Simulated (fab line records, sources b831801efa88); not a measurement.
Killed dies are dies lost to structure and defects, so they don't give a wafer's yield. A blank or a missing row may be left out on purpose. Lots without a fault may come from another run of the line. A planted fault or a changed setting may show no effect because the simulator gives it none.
Which tool did it? | flow gf180mcu | 15 lots, 45 wafers sampled, at 2 steps of a route of 602

WHAT THE GAUGES READ, wafer by wafer
GF_SALICIDE_THK_MEAS_05: measures by xrf. Usual: SALICIDE_TIN_THK 19.99 nm, standard deviation 0.24.
lot  | measured     | on            | SALICIDE_TIN_THK (nm) | flag
L885 | day 15 13:07 | film_metro-03 | 20.17 20.15 20.00     |
L886 | day 16 05:03 | film_metro-03 | 20.09 19.82 20.00     |
L887 | day 16 15:04 | film_metro-03 | 20.19 19.88 20.17     |
L888 | day 16 23:43 | film_metro-02 | 19.85 19.89 19.90     |
L898 | day 20 09:39 | film_metro-03 | 20.07 20.37 20.12     |
L899 | day 21 01:12 | film_metro-03 | 19.50 19.65 19.64     |
L900 | day 21 08:02 | film_metro-03 | 19.84 20.10 19.81     |
L901 | day 21 18:01 | film_metro-02 | 19.84 20.04 20.01     |
L904 | day 22 09:55 | film_metro-01 | 19.74 19.73 19.55     |
L903 | day 22 13:04 | film_metro-03 | 19.59 19.95 19.72     |
L905 | day 22 15:31 | film_metro-02 | 19.71 20.05 19.92     |
L906 | day 23 00:22 | film_metro-01 | 20.09 19.98 20.65     |

WHICH TOOL RAN EACH LOT (tool, then ch and the chambers of the sampled wafers, then the start)
lot  | GF_SAB_WET_ETCH_12
L885 | wet_bench-04 ch 2, day 15 12:32
L886 | wet_bench-01 ch 0, day 16 04:31
L887 | wet_bench-04 ch 3, day 16 14:34
L888 | wet_bench-04 ch 1, day 16 23:13
L894 | wet_bench-03 ch 1, day 19 02:55
L895 | wet_bench-04 ch 2, day 19 10:29
L896 | wet_bench-01 ch 2, day 19 17:37
L898 | wet_bench-01 ch 3, day 20 09:07
L899 | wet_bench-01 ch 2, day 21 00:41
L900 | wet_bench-01 ch 1, day 21 07:32
L901 | wet_bench-03 ch 0, day 21 12:19
L904 | wet_bench-03 ch 2, day 22 09:25
L903 | wet_bench-03 ch 2, day 22 12:34
L905 | wet_bench-04 ch 1, day 22 14:59
L906 | wet_bench-01 ch 2, day 22 23:52
- GF_SAB_WET_ETCH_12: etches SiO2 in dHF, target depth 22 nm, time 440 s.

WHAT THE TOOLS THEMSELVES READ (means of the sampled wafers that have a number; where no wafer has one, the mark that the record gives instead)
GF_SAB_WET_ETCH_12. Usual: bath_heat_duty_pct 6.1 %, standard deviation 0.85; run_length_s 469 s, standard deviation 4.3.
lot  | tool         | bath_heat_duty_pct (%) | run_length_s (s) | flag
L885 | wet_bench-04 | 6.7                    | 472              |
L886 | wet_bench-01 | 6.6                    | 473              |
L887 | wet_bench-04 | 6.9                    | 465              |
L888 | wet_bench-04 | 7.2                    | 467              |
L894 | wet_bench-03 | -                      | -                | OFF
L895 | wet_bench-04 | -                      | -                | OFF
L896 | wet_bench-01 | -                      | -                | OFF
L898 | wet_bench-01 | 5.6                    | 474              |
L899 | wet_bench-01 | 6.4                    | 473              |
L900 | wet_bench-01 | 4.9                    | 466              |
L901 | wet_bench-03 | 6.6                    | 475              |
L904 | wet_bench-03 | 5.5                    | 464              |
L903 | wet_bench-03 | 6.2                    | 464              |
L905 | wet_bench-04 | 6.7                    | 475              |
L906 | wet_bench-01 | 6.6                    | 465              |

THE ANSWER, worked out from the rows above alone
Rule: a lot is off if the mean of its wafers that have a number lies more than 3 standard deviations from the usual mean. A lot without any number at a reading at which 4 lots or more have one is off too. The other lots that the step has rows for count as sound. The gauges are gone through in route order, then the tools' own readings, and for those a lot's mean is taken as printed above. The first step at which some lot is off is used, and at that step the reading that is off furthest; a lot without a number counts as furthest.
Off: L894, L895, L896, at GF_SAB_WET_ETCH_12 (bath_heat_duty_pct). Without a number there: L894, L895, L896.
A tool fits if, at that step or a process step before it, it ran every lot that is off, and no sound lot after the first of them. None of those tried fits.

WHAT THE SIMULATOR HAD PUT IN
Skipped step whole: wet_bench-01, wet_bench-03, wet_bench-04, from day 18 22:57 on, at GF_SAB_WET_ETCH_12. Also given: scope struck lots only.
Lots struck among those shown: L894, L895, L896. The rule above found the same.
